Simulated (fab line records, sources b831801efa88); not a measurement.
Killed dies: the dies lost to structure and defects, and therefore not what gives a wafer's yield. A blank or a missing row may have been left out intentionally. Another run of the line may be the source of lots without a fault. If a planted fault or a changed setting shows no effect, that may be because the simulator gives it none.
Struck lot and sound lot, side by side -- flow gf180mcu -- 15 steps out of a route of 602
Sound: wafers L100.2, L100.4, L100.5. Wafers L108.3, L108.4, L108.6 were the ones struck. The cause is given at the end.
For every step that has rows: the tool of each side, followed by ch and its chambers, followed by its first start. Under that, the readings that differ: sound wafers -- struck wafers -- difference of the means -- sigmas: that difference in standard deviations of wafers without a fault.
alike: same words and numbers on both sides, and readings whose means sit less than 2 such deviations apart. not compared: any withheld reading, any reading some wafer has no value for, any bound like >300 that may hide the same value, and any number with overlapping values for which the record gives no deviation.
The two part at a step that has a row with sigmas, a row that says differs or no value, or rows on one side only. When numbers do not overlap yet have no deviation, they are printed without sigmas and do not part them. A reading that every wafer of one side lacks parts them only if that side has two wafers or more.

GF_M4_SPUTTER_00: material Ti, target thk 37.5 nm, time 150 s.
  sound: pvd sputter-04 at day 25 02:50; struck: pvd sputter-02 at day 27 13:29
  alike: cathode dc power W, throttle valve pct
GF_M4_SPUTTER_01: material TiN, target thk 30 nm, time 25 s.
  sound: pvd sputter-04 at day 25 02:56; struck: pvd sputter-02 at day 27 13:35
  alike: cathode dc power W, throttle valve pct
GF_M4_SPUTTER_02: material AlCu, target thk 450 nm, time 23.9 s.
  sound: pvd sputter-04 at day 25 02:58; struck: pvd sputter-02 at day 27 13:37
  alike: cathode dc power W, throttle valve pct
GF_M4_SPUTTER_03: material Ti, target thk 10 nm, time 6.7 s.
  sound: pvd sputter-04 at day 25 03:00; struck: pvd sputter-02 at day 27 13:39
  alike: cathode dc power W, throttle valve pct
GF_M4_SPUTTER_04: material TiN, target thk 50 nm, time 41.7 s.
  sound: pvd sputter-04 at day 25 03:01; struck: pvd sputter-02 at day 27 13:40
  alike: cathode dc power W, throttle valve pct
GF_M4_RS_MEAS_05: measures by four-point-probe.
  sound: film metro-04 at day 25 03:05; struck: film metro-04 at day 27 13:45
  alike: M4_ALCU_RS
GF_M4_THK_MEAS_06: measures by xrf.
  sound: film metro-04 at day 25 03:11; struck: film metro-04 at day 27 13:51
  alike: M4_ALCU_THK
then, 5 steps without rows for these wafers: GF_M4_DEHYDRATE_07 (time 60 s); GF_M4_HMDS_08 (prime time 60 s); GF_M4_COAT_09 (resist thk 1000 nm); GF_M4_SOFTBAKE_10 (time 60 s); GF_M4_EXPOSE_11 (exposes mask Metal4, target cd 280 nm).
GF_M4_PEB_12: peb time 90 s.
  sound on litho track-02 ch 0, day 26 00:14; struck on litho track-03 ch 0, day 28 09:38
reading,sound,struck,difference,sigmas
heater power total W (W),85.57 85.69 85.76,86.66 86.83 86.79,+1.09,+12
plate temp C (C),134.93 134.92 135.10,136.36 136.44 136.39,+1.41,+12
then, 1 step without rows for these wafers: GF_M4_DEVELOP_13 (develop time 60 s).
GF_PASSIVATION_PROBE_99:
  the record holds rows for the sound wafers here (prober-01, day 31 05:16) but none for the struck ones

== WHERE THEY PART ==
Earliest at GF_M4_PEB_12; latest, in this record, at GF_PASSIVATION_PROBE_99.

WHY: what had been put in by the simulator
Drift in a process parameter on litho track-03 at GF_M4_PEB_12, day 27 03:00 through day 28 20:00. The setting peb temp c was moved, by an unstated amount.
